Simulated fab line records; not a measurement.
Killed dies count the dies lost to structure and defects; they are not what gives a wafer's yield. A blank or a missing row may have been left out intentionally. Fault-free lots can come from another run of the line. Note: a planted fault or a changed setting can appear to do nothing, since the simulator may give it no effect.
One fault through the eyes of 2 desks + flow gf180mcu + every desk sees just its own numbers, and what lay behind them comes last

== DESK OF THE TOOL OWNER: cvdW-01 ==
The tool's own readings at GF_V5_CVD_23 (deposits W, target thk 350 nm, time 104.9 s): means of the sampled wafers that have a number, for each lot that ran on this tool. If a lot's mean is further than 4 standard deviations from the usual mean, the lot is out of limits and carries the mark OUT (the distance appears in the brackets).
Columns: A = heaterPowerOuterW at GF_V5_CVD_23, usual 518 W; B = heaterPowerW at GF_V5_CVD_23, usual 840 W; C = susceptorTempC at GF_V5_CVD_23, usual 400.02 C
| lot  | first seen here | A   | B   | C      |
|------|-----------------|-----|-----|--------|
| L629 | day 28 04:26    | 540 | 878 | 399.96 |
| L630 | day 28 14:29    | 573 | 899 | 400.29 |
| L631 | day 28 17:52    | 570 | 910 | 399.87 |
| L637 | day 30 19:49    | 542 | 880 | 399.98 |
| L639 | day 31 08:27    | 562 | 894 | 400.53 |
| L640 | day 31 13:22    | 571 | 892 | 400.31 |
Result from this desk: across the 6 lots, nothing is out of limits.

== AT THE METROLOGY DESK ==
What the gauges read, lot by lot, whatever tool the lot ran on: means of the sampled wafers that have a number. If a lot's mean is further than 4 standard deviations from the usual mean, the lot is out of limits and carries the mark OUT (the distance appears in the brackets).
Columns: A = V4_CVD_00_THK at GF_V4_THK_MEAS_01, usual 617 nm; B = cdNm at GF_V4_CD_MEAS_14, usual 259.9 nm; C = V4_OVL at GF_V4_OVL_MEAS_15, usual 0 nm
| lot  | first seen here | A   | B     | C  |
|------|-----------------|-----|-------|----|
| L626 | day 23 08:56    | 614 | 259.6 | 3  |
| L627 | day 23 18:36    | 623 | 260.5 | -4 |
| L629 | day 24 12:13    | 621 | 259.5 | 5  |
| L630 | day 24 22:21    | 612 | 259.4 | 5  |
| L631 | day 25 03:54    | 621 | 261.5 | -5 |
| L632 | day 25 13:38    | 613 | 258.8 | 5  |
| L633 | day 26 01:04    | 606 | 259.7 | -1 |
| L634 | day 26 08:23    | 618 | 259.5 | -1 |
| L637 | day 27 11:50    | 618 | 260.9 | -8 |
| L638 | day 27 20:35    | 617 | 259.5 | 0  |
| L639 | day 28 01:07    | 612 | 260.2 | 4  |
| L640 | day 28 05:32    | 621 | 258.7 | -8 |
| L648 | day 30 09:05    | 619 | 260.5 | -6 |
| L649 | day 30 19:05    | 614 | 258.2 | -5 |
Result from this desk: across the 14 lots, nothing is out of limits.

== PUT TOGETHER ==
Nothing out of limits was seen by the tool owner's desk.
Nothing out of limits was seen by the metrology desk.

== WHAT HAD BEEN PUT IN BY THE SIMULATOR ==
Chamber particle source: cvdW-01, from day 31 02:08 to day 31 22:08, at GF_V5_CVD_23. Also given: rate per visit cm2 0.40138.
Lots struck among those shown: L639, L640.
